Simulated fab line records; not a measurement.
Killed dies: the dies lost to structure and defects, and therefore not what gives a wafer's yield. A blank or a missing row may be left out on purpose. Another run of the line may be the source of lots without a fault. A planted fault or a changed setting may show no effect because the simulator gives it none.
fab line records	flow gf180mcu	part 1 of 2: steps 1 to 25 of 35
record lots=5	wafers=15	lastDay=33
route steps=602 shown CONTACT@299 M1@315
lots untouched by any fault: they come from a run of this same line in which no faults occurred
startH: hours from the record's first day to the start of the lot's first wafer shown	waitH: hours elapsed since this lot's preceding step	" repeats the value in the row above	L1.1+2: a single row standing in for several wafers	- no value, or no start was given	* or withheld: withheld	< > ~ a bound
route shown NAME@n: NAME is a module with steps in the file, n the number in the route of the first one	usual: the fault-free wafers' mean and standard deviation	same: alike in all rows	chamber/n: place in a boat	sites: the reading at each site	_std_site: how widely they spread, as a standard deviation	_edge_site: the outer-site mean with the inner-site mean subtracted	radiusMm: for every site, how far away it sits from the centre of the wafer	mask NAME#n: copy n	behind: the most recent tool/chamber to have shaped the wafer	hold: why the lot went on hold/how many hours it stayed there/how the hold came to an end	device: whichever transistor did not switch (one of n, p or np)	end of line: tests of these same wafers at the route's end	for a step that has no rows: nothing shown but its recipe	killed: the dies lost at the first sort to structure and to defects; this is not the yield of the wafer	map: dies across one wafer; x = killed, . = not, _ = none there
set.NAME: setting as actually run; set.NAME@STEP: the setting as run at that earlier step	model.NAME: the simulator's own value behind a step, which no gauge read
lots at some steps of the route; a table a step, a row a wafer
services: from which hour (startH, from the record's first day; less than 0 if before it) a tool's chamber was out of use, for how many hours, and why
## steps
# step GF_CONTACT_PEB_12
# recipe pebTempC=135	pebTimeS=90	resist=KrF
# usual chillPlateTempC=23.00/0.1
lot.wafer	tool	chamber	startH	waitH	chillPlateTempC
L075.1	lithoTrack-03	0	-	-	22.96
L075.2	"	0	"	"	22.94
L075.3	"	0	"	"	22.86
L081.1	lithoTrack-01	0	-	-	23.03
L081.2	"	0	"	"	23.17
L081.3	"	0	"	"	23.07
L087.3	lithoTrack-01	0	-	-	22.88
L087.5	"	0	"	"	22.99
L087.6	"	0	"	"	22.97
L089.2	lithoTrack-04	0	-	-	22.89
L089.3	"	0	"	"	22.92
L089.6	"	0	"	"	23.02
L090.3	lithoTrack-03	0	-	-	22.78
L090.5	"	0	"	"	22.94
L090.6	"	0	"	"	22.99
# step GF_CONTACT_DEVELOP_13
# recipe developTimeS=60	resist=KrF	devTempC=21
# usual chillPlateTempC=23.01/0.12
lot.wafer	tool	chamber	startH	waitH	chillPlateTempC
L075.1	lithoTrack-03	0	362.00	0.2	23.01
L075.2	"	0	"	"	23.01
L075.3	"	0	"	"	22.93
L081.1	lithoTrack-01	0	418.69	0.2	22.96
L081.2	"	0	"	"	22.87
L081.3	"	0	"	"	23.08
L087.3	lithoTrack-01	0	487.94	0.1	23.05
L087.5	"	0	"	"	23.02
L087.6	"	0	"	"	23.07
L089.2	lithoTrack-04	0	501.89	0.2	22.90
L089.3	"	0	"	"	22.87
L089.6	"	0	"	"	22.99
L090.3	lithoTrack-03	0	509.00	0.1	22.84
L090.5	"	0	"	"	22.84
L090.6	"	0	"	"	22.94
# step GF_CONTACT_CD_MEAS_14
# recipe targetCdNm=220
# usual cdNm=220.2/1.4
lot.wafer	tool	chamber	startH	waitH	cdNm
L075.1	cdSem-02	-	362.15	0.1	222.0
L075.2	"	-	"	"	221.9
L075.3	"	-	"	"	222.1
L081.1	cdSem-01	-	418.84	0.1	221.2
L081.2	"	-	"	"	219.6
L081.3	"	-	"	"	221.4
L087.3	cdSem-02	-	488.08	0.1	220.5
L087.5	"	-	"	"	220.8
L087.6	"	-	"	"	221.7
L089.2	cdSem-02	-	502.04	0.1	220.4
L089.3	"	-	"	"	219.4
L089.6	"	-	"	"	219.2
L090.3	cdSem-01	-	509.14	0.1	220.3
L090.5	"	-	"	"	221.9
L090.6	"	-	"	"	223.1
# step GF_CONTACT_OVL_MEAS_15
# usual CONTACT_OVL=0/5.3
lot.wafer	tool	chamber	startH	waitH	CONTACT_OVL[nm]
L075.1	overlay-01	-	362.27	0.1	-2
L075.2	"	-	"	"	-6
L075.3	"	-	"	"	0
L081.1	overlay-01	-	418.96	0.1	1
L081.2	"	-	"	"	4
L081.3	"	-	"	"	0
L087.3	overlay-02	-	488.17	0.1	-4
L087.5	"	-	"	"	-7
L087.6	"	-	"	"	-1
L089.2	overlay-01	-	502.14	0.1	3
L089.3	"	-	"	"	-3
L089.6	"	-	"	"	-1
L090.3	overlay-02	-	509.23	0.1	11
L090.5	"	-	"	"	5
L090.6	"	-	"	"	-1
# step GF_CONTACT_ETCH_16
# recipe chemistry=N2/H2	targetDepthA=withheld	overetchA=withheld	timeS=withheld	target=BARC	ionEnergyEv=200	sourceW=500	biasW=100	pressureMtorr=30	n2FlowSccm=100	h2FlowSccm=200
# usual drypumpMotorCurrentA=5.8/0.64	oesProductAu=0.855/0.0051	throttleValvePct=13.224/0.0095
lot.wafer	tool	chamber	startH	waitH	drypumpMotorCurrentA	oesProductAu	throttleValvePct
L075.1	rieDiel-01	3	362.31	0.0	5.6	0.853	13.235
L075.2	"	0	"	"	6.7	0.864	13.218
L075.3	"	2	"	"	6.6	0.852	13.248
L081.1	rieDiel-01	1	418.99	0.0	4.9	0.855	13.206
L081.2	"	0	"	"	6.7	0.852	13.229
L081.3	"	2	"	"	6.5	0.861	13.216
L087.3	rieDiel-01	3	488.19	0.0	5.7	0.846	13.223
L087.5	"	0	"	"	6.7	0.855	13.223
L087.6	"	1	"	"	4.9	0.857	13.233
L089.2	rieDiel-01	0	502.17	0.0	6.7	0.857	13.229
L089.3	"	3	"	"	5.7	0.869	13.212
L089.6	"	1	"	"	4.9	0.855	13.238
L090.3	rieDiel-02	3	509.26	0.0	5.1	0.855	13.222
L090.5	"	2	"	"	6.0	0.858	13.233
L090.6	"	1	"	"	4.9	0.855	13.221
# step GF_CONTACT_ETCH_17
# recipe chemistry=C4F8/O2/Ar	maskMaterial=KrF	target=SiO2	stopOn=CoSi2	sourceW=1500	biasW=1200	pressureMtorr=40	c4f8FlowSccm=withheld	O2_flow_sccm=6	Ar_flow_sccm=300	timeS=withheld	targetDepthA=8600
# usual oesProductAu=0.814/0.0049
lot.wafer	tool	chamber	startH	waitH	oesProductAu
L075.1	rieDiel-01	3	-	-	0.813
L075.2	"	0	"	"	0.821
L075.3	"	2	"	"	0.816
L081.1	rieDiel-01	1	-	-	0.811
L081.2	"	0	"	"	0.809
L081.3	"	2	"	"	0.823
L087.3	rieDiel-01	3	-	-	0.817
L087.5	"	0	"	"	0.813
L087.6	"	1	"	"	0.811
L089.2	rieDiel-01	0	-	-	0.806
L089.3	"	3	"	"	0.815
L089.6	"	1	"	"	0.811
L090.3	rieDiel-02	3	-	-	0.818
L090.5	"	2	"	"	0.806
L090.6	"	1	"	"	0.816
# step GF_CONTACT_STRIP_18
# recipe chemistry=O2/N2	powerW=1400	pressureMtorr=1500	platenTempC=250	o2FlowSccm=3000	n2FlowSccm=300	overashFraction=0.5
# usual drypumpMotorCurrentA=5.8/0.46	heaterPowerW=326/36	oesProductAu=0.581/0.005
lot.wafer	tool	chamber	startH	waitH	drypumpMotorCurrentA	heaterPowerW	oesProductAu	rfHoursCounterH
L075.1	plasmaAsher-02	1	362.47	-	5.6	368	0.590	60
L075.2	"	0	"	"	6.3	366	0.584	60
L075.3	"	0	"	"	6.3	363	0.581	-
L081.1	plasmaAsher-04	1	419.16	-	6.3	320	0.580	81
L081.2	"	0	"	"	4.9	291	0.585	81
L081.3	"	0	"	"	4.9	291	0.579	-
L087.3	plasmaAsher-01	0	488.39	-	5.6	294	0.582	-
L087.5	"	0	"	"	5.5	301	0.583	-
L087.6	"	1	"	"	5.7	306	0.580	-
L089.2	plasmaAsher-04	1	502.34	-	6.3	322	0.586	7
L089.3	"	1	"	"	6.3	320	0.582	-
L089.6	"	1	"	"	6.4	319	0.584	-
L090.3	plasmaAsher-02	0	509.45	-	6.4	369	0.573	-
L090.5	"	0	"	"	6.4	372	0.581	-
L090.6	"	1	"	"	5.6	371	0.578	-
# step GF_CONTACT_CLEAN_19
# recipe chemistry=SPM
lot.wafer	tool	chamber	startH	waitH
L075.1+2+3	wetBench-02	0	362.57	0.1
L081.1+2+3	wetBench-01	2	419.26	0.1
L087.3+5+6	wetBench-04	2	488.46	0.0
L089.2+3+6	wetBench-02	1	502.44	0.1
L090.3+5+6	wetBench-01	1	509.52	0.0
# step GF_CONTACT_CLEAN_20
# recipe chemistry=DIW
lot.wafer	tool	chamber	startH	waitH
L075.1+2+3	wetBench-01	2	362.66	0.0
L081.1+2+3	wetBench-04	2	419.35	0.0
L087.3+5+6	wetBench-02	0	488.55	0.0
L089.2+3+6	wetBench-04	2	502.53	0.0
L090.3+5+6	wetBench-04	2	509.61	0.0
# step GF_CONTACT_CLEAN_21
# recipe chemistry=dHF	timeS=20	dilution=100:1	dry=ipaMarangoni
lot.wafer	tool	chamber	startH	waitH
L075.1+2+3	wetBench-02	0	362.76	0.0
L081.1+2+3	wetBench-01	1	419.46	0.0
L087.3+5+6	wetBench-04	1	488.65	0.0
L089.2+3+6	wetBench-01	0	502.63	0.0
L090.3+5+6	wetBench-01	2	509.71	0.0
# step GF_CONTACT_SPUTTER_22
# recipe material=Ti	targetThkNm=15	chamberPressurePa=5	powerW=2500	substrateTempC=200	timeS=80.02
# usual throttleValvePct=30.4/1
lot.wafer	tool	chamber	startH	waitH	throttleValvePct
L075.1	pvdSputter-01	-	362.77	0.0	30.6
L075.2	"	-	"	"	29.1
L075.3	"	-	"	"	30.2
L081.1	pvdSputter-01	-	419.47	0.0	30.8
L081.2	"	-	"	"	29.3
L081.3	"	-	"	"	30.1
L087.3	pvdSputter-03	-	488.66	0.0	30.1
L087.5	"	-	"	"	28.9
L087.6	"	-	"	"	31.1
L089.2	pvdSputter-01	-	502.64	0.0	30.5
L089.3	"	-	"	"	30.2
L089.6	"	-	"	"	30.0
L090.3	pvdSputter-01	-	509.73	0.0	30.2
L090.5	"	-	"	"	29.1
L090.6	"	-	"	"	30.4
# step GF_CONTACT_SPUTTER_23
# recipe material=TiN	targetThkNm=10	chamberPressurePa=5	powerW=4000	timeS=40
# usual throttleValvePct=30.4/0.99
lot.wafer	tool	chamber	startH	waitH	throttleValvePct
L075.1	pvdSputter-01	-	362.83	0.0	30.7
L075.2	"	-	"	"	29.2
L075.3	"	-	"	"	30.4
L081.1	pvdSputter-01	-	419.53	0.0	30.6
L081.2	"	-	"	"	29.2
L081.3	"	-	"	"	30.3
L087.3	pvdSputter-03	-	488.72	0.0	30.2
L087.5	"	-	"	"	28.9
L087.6	"	-	"	"	31.0
L089.2	pvdSputter-01	-	502.71	0.0	30.5
L089.3	"	-	"	"	30.5
L089.6	"	-	"	"	30.5
L090.3	pvdSputter-01	-	509.79	0.0	30.1
L090.5	"	-	"	"	29.2
L090.6	"	-	"	"	30.4
# step GF_CONTACT_CVD_24
# recipe material=W	targetThkNm=300	timeS=90.339	tempC=400	pressureTorr=40
# usual heaterPowerW=908/77
lot.wafer	tool	chamber	startH	waitH	heaterPowerW
L075.1	cvdW-01	1	362.87	0.0	1086
L075.2	"	0	"	"	824
L075.3	"	1	"	"	1115
L081.1	cvdW-02	1	419.57	0.0	856
L081.2	"	0	"	"	892
L081.3	"	0	"	"	872
L087.3	cvdW-02	1	488.80	0.1	869
L087.5	"	0	"	"	877
L087.6	"	1	"	"	877
L089.2	cvdW-01	0	502.74	0.0	848
L089.3	"	0	"	"	889
L089.6	"	0	"	"	867
L090.3	cvdW-01	1	509.86	0.1	1020
L090.5	"	1	"	"	1011
L090.6	"	0	"	"	861
# step GF_CONTACT_RS_MEAS_25
# recipe thkMeasGauge=four-point-probe	reads=W_of_CONTACT_CVD_24+TiN_of_CONTACT_SPUTTER_23+Ti_of_CONTACT_SPUTTER_22
# usual CONTACT_W_RS=0.380/0.0038
lot.wafer	tool	chamber	startH	waitH	CONTACT_W_RS[ohm/sq]
L075.1	filmMetro-04	-	362.97	0.1	0.379
L075.2	"	-	"	"	0.381
L075.3	"	-	"	"	0.382
L081.1	filmMetro-03	-	419.67	0.1	0.384
L081.2	"	-	"	"	0.376
L081.3	"	-	"	"	0.373
L087.3	filmMetro-03	-	488.90	0.1	0.383
L087.5	"	-	"	"	0.382
L087.6	"	-	"	"	0.384
L089.2	filmMetro-04	-	502.86	0.1	0.372
L089.3	"	-	"	"	0.379
L089.6	"	-	"	"	0.382
L090.3	filmMetro-02	-	509.97	0.1	0.377
L090.5	"	-	"	"	0.377
L090.6	"	-	"	"	0.381
# step GF_CONTACT_THK_MEAS_26
# recipe thkMeasGauge=xrf	reads=W_of_CONTACT_CVD_24
# usual CONTACT_W_THK=307/3.7
lot.wafer	tool	chamber	startH	waitH	CONTACT_W_THK[nm]
L075.1	filmMetro-04	-	363.09	0.1	307
L075.2	"	-	"	"	307
L075.3	"	-	"	"	306
L081.1	filmMetro-03	-	419.79	0.1	304
L081.2	"	-	"	"	310
L081.3	"	-	"	"	313
L087.3	filmMetro-03	-	489.00	0.1	308
L087.5	"	-	"	"	310
L087.6	"	-	"	"	307
L089.2	filmMetro-04	-	502.97	0.1	314
L089.3	"	-	"	"	310
L089.6	"	-	"	"	306
L090.3	filmMetro-02	-	510.07	0.1	310
L090.5	"	-	"	"	310
L090.6	"	-	"	"	308
# step GF_CONTACT_CMP_27
# recipe stopOn=SiO2	downForcePsi=3.5	platenRpm=60	tOverpolishS=15	targetThkNm=0	padVelocityMS=0.94248
# usual headPressurePsi=3.501/0.0068	motorCurrentA=12.0/1.8	overpolishRunS=14.999/0.0092	slurryFlowMlMin=149.9/0.51	timeToEndpointS=73/5
lot.wafer	tool	chamber	startH	waitH	headPressurePsi	motorCurrentA	overpolishRunS	slurryFlowMlMin	timeToEndpointS
L075.1	cmp-01	0	363.15	0.1	3.501	14.9	15.008	150.6	69
L075.3	"	1	"	"	3.501	10.8	15.017	150.3	79
L075.2	"	2	"	"	3.503	14.1	15.005	148.8	69
L081.2	cmp-02	3	419.90	0.1	3.486	11.3	15.011	150.0	71
L081.1	"	0	"	"	3.494	9.8	14.998	149.5	67
L081.3	"	1	"	"	3.490	11.2	15.011	148.5	72
L087.3	cmp-01	0	489.19	0.2	3.511	14.1	14.998	150.0	67
L087.5	"	1	"	"	3.498	11.9	14.998	149.7	78
L087.6	"	2	"	"	3.506	13.1	14.989	148.8	66
L089.2	cmp-02	0	503.02	0.0	3.513	9.6	15.002	149.7	71
L089.3	"	2	"	"	3.503	9.6	15.006	149.6	73
L089.6	"	0	"	"	3.503	9.8	15.010	150.7	71
L090.3	cmp-02	3	510.11	0.0	3.499	10.6	14.998	149.8	72
L090.6	"	3	"	"	3.499	10.9	14.995	149.7	71
L090.5	"	0	"	"	3.489	9.6	14.981	149.9	71
# step GF_M1_SPUTTER_00
# recipe material=Ti	targetThkNm=37.5	arrivingIonEnergyEv=80	substrateTempC=200	chamberPressurePa=2	powerW=4000	timeS=150
# usual throttleValvePct=30.6/0.92
lot.wafer	tool	chamber	startH	waitH	throttleValvePct
L075.1	pvdSputter-04	-	363.45	0.2	30.8
L075.2	"	-	"	"	30.4
L075.3	"	-	"	"	30.7
L081.1	pvdSputter-02	-	420.15	0.1	33.0
L081.2	"	-	"	"	31.4
L081.3	"	-	"	"	30.5
L087.3	pvdSputter-02	-	489.34	0.1	30.6
L087.5	"	-	"	"	31.1
L087.6	"	-	"	"	30.4
L089.2	pvdSputter-04	-	503.32	0.2	30.0
L089.3	"	-	"	"	30.4
L089.6	"	-	"	"	30.2
L090.3	pvdSputter-04	-	510.41	0.2	30.4
L090.5	"	-	"	"	30.4
L090.6	"	-	"	"	30.7
# step GF_M1_SPUTTER_01
# recipe material=TiN	targetThkNm=30	powerW=6500	timeS=25	chamberPressurePa=0.4
# usual throttleValvePct=30.5/0.93
lot.wafer	tool	chamber	startH	waitH	throttleValvePct
L075.1	pvdSputter-04	-	363.55	0.1	31.0
L075.2	"	-	"	"	30.2
L075.3	"	-	"	"	30.4
L081.1	pvdSputter-02	-	420.25	0.1	32.9
L081.2	"	-	"	"	31.0
L081.3	"	-	"	"	30.5
L087.3	pvdSputter-02	-	489.44	0.1	30.7
L087.5	"	-	"	"	31.2
L087.6	"	-	"	"	30.7
L089.2	pvdSputter-04	-	503.42	0.1	30.1
L089.3	"	-	"	"	30.2
L089.6	"	-	"	"	30.3
L090.3	pvdSputter-04	-	510.51	0.1	30.1
L090.5	"	-	"	"	30.4
L090.6	"	-	"	"	30.5
# step GF_M1_SPUTTER_02
# recipe material=AlCu	targetThkNm=450	powerW=10600	timeS=23.9	chamberPressurePa=0.4
# usual throttleValvePct=30.6/0.96
lot.wafer	tool	chamber	startH	waitH	throttleValvePct
L075.1	pvdSputter-04	-	363.58	0.0	31.1
L075.2	"	-	"	"	30.3
L075.3	"	-	"	"	30.7
L081.1	pvdSputter-02	-	420.28	0.0	33.2
L081.2	"	-	"	"	31.1
L081.3	"	-	"	"	30.5
L087.3	pvdSputter-02	-	489.47	0.0	30.9
L087.5	"	-	"	"	31.1
L087.6	"	-	"	"	30.5
L089.2	pvdSputter-04	-	503.46	0.0	30.2
L089.3	"	-	"	"	30.4
L089.6	"	-	"	"	30.2
L090.3	pvdSputter-04	-	510.54	0.0	30.1
L090.5	"	-	"	"	30.1
L090.6	"	-	"	"	30.4
# step GF_M1_SPUTTER_03
# recipe material=Ti	targetThkNm=10	substrateTempC=300	chamberPressurePa=0.3	powerW=3000	timeS=6.7
# usual throttleValvePct=30.6/0.93
lot.wafer	tool	chamber	startH	waitH	throttleValvePct
L075.1	pvdSputter-04	-	363.61	0.0	30.9
L075.2	"	-	"	"	30.1
L075.3	"	-	"	"	30.6
L081.1	pvdSputter-02	-	420.31	0.0	33.1
L081.2	"	-	"	"	31.3
L081.3	"	-	"	"	30.8
L087.3	pvdSputter-02	-	489.50	0.0	30.6
L087.5	"	-	"	"	31.1
L087.6	"	-	"	"	30.4
L089.2	pvdSputter-04	-	503.48	0.0	30.1
L089.3	"	-	"	"	30.4
L089.6	"	-	"	"	30.3
L090.3	pvdSputter-04	-	510.57	0.0	30.1
L090.5	"	-	"	"	30.6
L090.6	"	-	"	"	30.2
# step GF_M1_SPUTTER_04
# recipe material=TiN	targetThkNm=50	powerW=6500	timeS=41.7	chamberPressurePa=0.4
# usual throttleValvePct=30.6/0.96
lot.wafer	tool	chamber	startH	waitH	throttleValvePct
L075.1	pvdSputter-04	-	363.63	0.0	30.9
L075.2	"	-	"	"	29.8
L075.3	"	-	"	"	30.4
L081.1	pvdSputter-02	-	420.33	0.0	33.1
L081.2	"	-	"	"	31.1
L081.3	"	-	"	"	30.5
L087.3	pvdSputter-02	-	489.52	0.0	30.9
L087.5	"	-	"	"	31.4
L087.6	"	-	"	"	30.6
L089.2	pvdSputter-04	-	503.51	0.0	30.0
L089.3	"	-	"	"	30.7
L089.6	"	-	"	"	30.1
L090.3	pvdSputter-04	-	510.59	0.0	29.9
L090.5	"	-	"	"	30.5
L090.6	"	-	"	"	30.5
# step GF_M1_RS_MEAS_05
# recipe thkMeasGauge=four-point-probe	reads=TiN_of_M1_SPUTTER_04+Ti_of_M1_SPUTTER_03+AlCu_of_M1_SPUTTER_02+TiN_of_M1_SPUTTER_01+Ti_of_M1_SPUTTER_00
# usual M1_ALCU_RS=0.0695/0.00069
lot.wafer	tool	chamber	startH	waitH	M1_ALCU_RS[ohm/sq]
L075.1	filmMetro-04	-	363.67	0.0	0.0709
L075.2	"	-	"	"	0.0706
L075.3	"	-	"	"	0.0699
L081.1	filmMetro-04	-	420.37	0.0	0.0701
L081.2	"	-	"	"	0.0694
L081.3	"	-	"	"	0.0696
L087.3	filmMetro-01	-	489.60	0.1	0.0699
L087.5	"	-	"	"	0.0694
L087.6	"	-	"	"	0.0702
L089.2	filmMetro-04	-	503.57	0.0	0.0698
L089.3	"	-	"	"	0.0691
L089.6	"	-	"	"	0.0694
L090.3	filmMetro-03	-	510.67	0.1	0.0700
L090.5	"	-	"	"	0.0694
L090.6	"	-	"	"	0.0696
# step GF_M1_THK_MEAS_06
# recipe thkMeasGauge=xrf	reads=AlCu_of_M1_SPUTTER_02
# usual M1_ALCU_THK=462/5
lot.wafer	tool	chamber	startH	waitH	M1_ALCU_THK[nm]
L075.1	filmMetro-04	-	363.79	0.1	454
L075.2	"	-	"	"	459
L075.3	"	-	"	"	459
L081.1	filmMetro-04	-	420.49	0.1	459
L081.2	"	-	"	"	462
L081.3	"	-	"	"	460
L087.3	filmMetro-01	-	489.70	0.1	457
L087.5	"	-	"	"	459
L087.6	"	-	"	"	456
L089.2	filmMetro-04	-	503.68	0.1	463
L089.3	"	-	"	"	469
L089.6	"	-	"	"	463
L090.3	filmMetro-03	-	510.77	0.1	460
L090.5	"	-	"	"	465
L090.6	"	-	"	"	464
# step GF_M1_DEHYDRATE_07
# recipe tempC=200	timeS=60
# usual chillPlateTempC=23.02/0.1
lot.wafer	tool	chamber	startH	waitH	chillPlateTempC
L075.1	lithoTrack-04	0	373.32	9.5	22.95
L075.2	"	0	"	"	22.87
L075.3	"	0	"	"	22.98
L081.1	lithoTrack-04	0	432.37	11.9	23.05
L081.2	"	0	"	"	23.10
L081.3	"	0	"	"	23.06
L087.3	lithoTrack-02	0	500.65	10.9	23.15
L087.5	"	0	"	"	23.03
L087.6	"	0	"	"	23.18
L089.2	lithoTrack-01	0	515.11	11.4	23.00
L089.3	"	0	"	"	23.04
L089.6	"	0	"	"	22.99
L090.3	lithoTrack-04	0	521.47	10.7	22.99
L090.5	"	0	"	"	23.08
L090.6	"	0	"	"	23.00
# step GF_M1_HMDS_08
# recipe primeTimeS=60	primeTempC=120
# usual chillPlateTempC=22.98/0.12	primeTempC=119.96/0.14
lot.wafer	tool	chamber	startH	waitH	chillPlateTempC	primeTempC
L075.1	lithoTrack-04	0	373.47	0.1	23.10	119.85
L075.2	"	0	"	"	23.08	119.97
L075.3	"	0	"	"	23.11	119.81
L081.1	lithoTrack-04	0	432.52	0.1	23.23	119.89
L081.2	"	0	"	"	23.03	119.97
L081.3	"	0	"	"	22.99	119.84
L087.3	lithoTrack-02	0	500.80	0.1	22.98	119.85
L087.5	"	0	"	"	22.88	119.90
L087.6	"	0	"	"	22.99	120.01
L089.2	lithoTrack-01	0	515.26	0.1	22.94	119.97
L089.3	"	0	"	"	23.07	120.10
L089.6	"	0	"	"	23.02	119.97
L090.3	lithoTrack-04	0	521.62	0.1	23.05	120.10
L090.5	"	0	"	"	22.88	120.11
L090.6	"	0	"	"	22.92	120.15
